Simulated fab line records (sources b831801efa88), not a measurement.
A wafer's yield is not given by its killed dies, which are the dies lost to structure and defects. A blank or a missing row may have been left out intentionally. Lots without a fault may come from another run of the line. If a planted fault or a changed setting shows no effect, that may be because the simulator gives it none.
Shared-tool check | flow sky130 | Sampled: 12 lots, 36 wafers

== REASON FOR OPENING ==
Of 12 lots, 3 have the reading PWDE_TW flagged at SKY_PWDE_TW_MEAS_10. Fault-free wafers read 375, with a standard deviation of 4.4.
Rule: a lot gets a flag if all its wafers with a number sit over 4 standard deviations from that mean, or if no wafer of it has a number. The rest of the lots are taken to be sound.

lot  | measured    | on            | PWDE_TW, wafer by wafer | flag
L178 | day 4 04:56 | film-metro-01 | 382 382 379             |
L179 | day 4 08:16 | film-metro-03 | 372 374 373             |
L186 | day 6 05:50 | film-metro-03 | 456 459 458             | FLAGGED
L187 | day 6 06:44 | film-metro-01 | 472 470 469             | FLAGGED
L188 | day 6 13:46 | film-metro-01 | 383 381 382             |
L191 | day 7 07:50 | film-metro-04 | 466 464 465             | FLAGGED
L194 | day 8 09:04 | film-metro-01 | 379 378 376             |
L196 | day 8 10:02 | film-metro-04 | 377 376 376             |
L197 | day 9 08:35 | film-metro-03 | 374 374 372             |
L198 | day 9 18:14 | film-metro-01 | 380 378 379             |
L200 | day 9 18:18 | film-metro-04 | 373 373 373             |
L199 | day 9 18:59 | film-metro-01 | 381 382 380             |
On average the flagged lots' numbers are 464, which is +89 against the usual, or +20 standard deviations.

== EACH LOT AND THE TOOL IT RAN ON ==
The record holds 1 process step before the reading, out of a route of 708 steps. Every cell lists first the tool, next ch and the chambers used by the sampled wafers, and last the start.
lot  | flag    | SKY_PWDE_IMPLANT_08
L178 |         | implanter-01 ch 0, day 4 04:41
L179 |         | implanter-02 ch 0, day 4 08:01
L186 | FLAGGED | implanter-02 ch 0, day 6 05:13
L187 | FLAGGED | implanter-01 ch 0, day 6 06:10
L188 |         | implanter-04 ch 0, day 6 13:31
L191 | FLAGGED | implanter-04 ch 0, day 7 07:19
L194 |         | implanter-04 ch 0, day 8 08:50
L196 |         | implanter-01 ch 0, day 8 09:47
L197 |         | implanter-02 ch 0, day 9 08:20
L198 |         | implanter-02 ch 0, day 9 17:59
L200 |         | implanter-04 ch 0, day 9 18:04
L199 |         | implanter-01 ch 0, day 9 18:44
What the steps here do:
- SKY_PWDE_IMPLANT_08
- SKY_PWDE_TW_MEAS_10

== FLAGGED AGAINST TOTAL, ONE TOOL AT A TIME (gauges that did the reading follow at the end) ==
step                | tool          | lots run | flagged | share of the flagged lots | sound lots run after its first flagged lot
SKY_PWDE_IMPLANT_08 | implanter-01  | 4        | 1       | some                      | 2 (L196,L199)
SKY_PWDE_IMPLANT_08 | implanter-02  | 4        | 1       | some                      | 2 (L197,L198)
SKY_PWDE_IMPLANT_08 | implanter-04  | 4        | 1       | some                      | 2 (L194,L200)
SKY_PWDE_TW_MEAS_10 | film-metro-01 | 6        | 1       | some                      | 4 (L188,L194,L198,L199)
SKY_PWDE_TW_MEAS_10 | film-metro-03 | 3        | 1       | some                      | 1 (L197)
SKY_PWDE_TW_MEAS_10 | film-metro-04 | 3        | 1       | some                      | 2 (L196,L200)

== WHAT THE TABLE ALLOWS ==
No row of the table ran every flagged lot.

== WHAT THE SIMULATOR HAD PUT IN ==
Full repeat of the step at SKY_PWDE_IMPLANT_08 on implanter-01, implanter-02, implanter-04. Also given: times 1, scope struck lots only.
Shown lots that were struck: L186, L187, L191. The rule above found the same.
